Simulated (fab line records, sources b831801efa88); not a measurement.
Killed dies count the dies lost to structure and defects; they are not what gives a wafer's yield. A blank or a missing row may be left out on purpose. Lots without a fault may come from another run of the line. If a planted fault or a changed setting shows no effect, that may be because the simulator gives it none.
Which tool is to blame? || flow gf180mcu || 36 wafers from 12 lots sampled at 2 of the route's 602 steps

## WHAT THE GAUGES SHOWED, per wafer
GF_M3_CD_MEAS_14: the cd target is 280 nm.
{"lot": "L075", "measured": "day 21 10:18", "on": "cd sem-01", "cd nm (nm)": "280.2 278.8 279.2"}
{"lot": "L077", "measured": "day 22 14:17", "on": "cd sem-01", "cd nm (nm)": "280.8 280.9 281.0"}
{"lot": "L079", "measured": "day 22 23:09", "on": "cd sem-01", "cd nm (nm)": "281.4 281.3 281.6"}
{"lot": "L081", "measured": "day 23 16:14", "on": "cd sem-02", "cd nm (nm)": "282.0 281.5 281.9"}
{"lot": "L083", "measured": "day 24 07:38", "on": "cd sem-02", "cd nm (nm)": "279.2 278.8 279.3"}
{"lot": "L085", "measured": "day 25 04:11", "on": "cd sem-01", "cd nm (nm)": "280.3 279.2 279.5"}
{"lot": "L087", "measured": "day 26 03:53", "on": "cd sem-01", "cd nm (nm)": "281.2 279.7 281.2"}
{"lot": "L089", "measured": "day 26 14:44", "on": "cd sem-02", "cd nm (nm)": "280.1 280.4 279.5"}
{"lot": "L091", "measured": "day 27 03:28", "on": "cd sem-01", "cd nm (nm)": "279.4 279.7 277.8"}
{"lot": "L093", "measured": "day 27 22:59", "on": "cd sem-01", "cd nm (nm)": "279.4 278.2 279.5"}
{"lot": "L095", "measured": "day 28 05:27", "on": "cd sem-01", "cd nm (nm)": "281.3 279.1 281.0"}
{"lot": "L097", "measured": "day 29 02:37", "on": "cd sem-02", "cd nm (nm)": "279.9 278.7 279.7"}

## EACH LOT AND THE TOOL THAT RAN IT (in order: tool; ch and the chambers of the sampled wafers; start)
{"lot": "L075", "GF_V2_SPUTTER_21": "pvd sputter-03, day 20 09:35"}
{"lot": "L077", "GF_V2_SPUTTER_21": "pvd sputter-03, day 21 13:58"}
{"lot": "L079", "GF_V2_SPUTTER_21": "pvd sputter-02, day 21 22:53"}
{"lot": "L081", "GF_V2_SPUTTER_21": "pvd sputter-03, day 22 16:32"}
{"lot": "L083", "GF_V2_SPUTTER_21": "pvd sputter-03, day 23 08:39"}
{"lot": "L085", "GF_V2_SPUTTER_21": "pvd sputter-01, day 24 05:32"}
{"lot": "L087", "GF_V2_SPUTTER_21": "pvd sputter-02, day 25 05:32"}
{"lot": "L089", "GF_V2_SPUTTER_21": "pvd sputter-03, day 25 16:38"}
{"lot": "L091", "GF_V2_SPUTTER_21": "pvd sputter-03, day 26 06:12"}
{"lot": "L093", "GF_V2_SPUTTER_21": "pvd sputter-01, day 27 03:15"}
{"lot": "L095", "GF_V2_SPUTTER_21": "pvd sputter-01, day 27 08:27"}
{"lot": "L097", "GF_V2_SPUTTER_21": "pvd sputter-01, day 28 06:44"}
- GF_V2_SPUTTER_21: material Ti, target thk 15 nm, time 80.02 s.

## THE ANSWER, worked out from the rows above alone
Rule: usual is defined by the lots themselves. The widest of any qualifying gaps counts: lots, ordered by their means at a reading, are off when they make up no more than a third of the lots, leave a main group of 4 or more, and stand apart from it by 3 or more times the standard deviation of that group's means. The tables above print the reading to a certain number of digits; a main group whose means all agree to those digits is not used. A lot without any number at a reading at which 4 lots or more have one is off too. All remaining lots with rows at the step are treated as sound.
No lot is off at any reading shown: from this, nothing can be told.

## WHAT HAD BEEN PUT IN BY THE SIMULATOR
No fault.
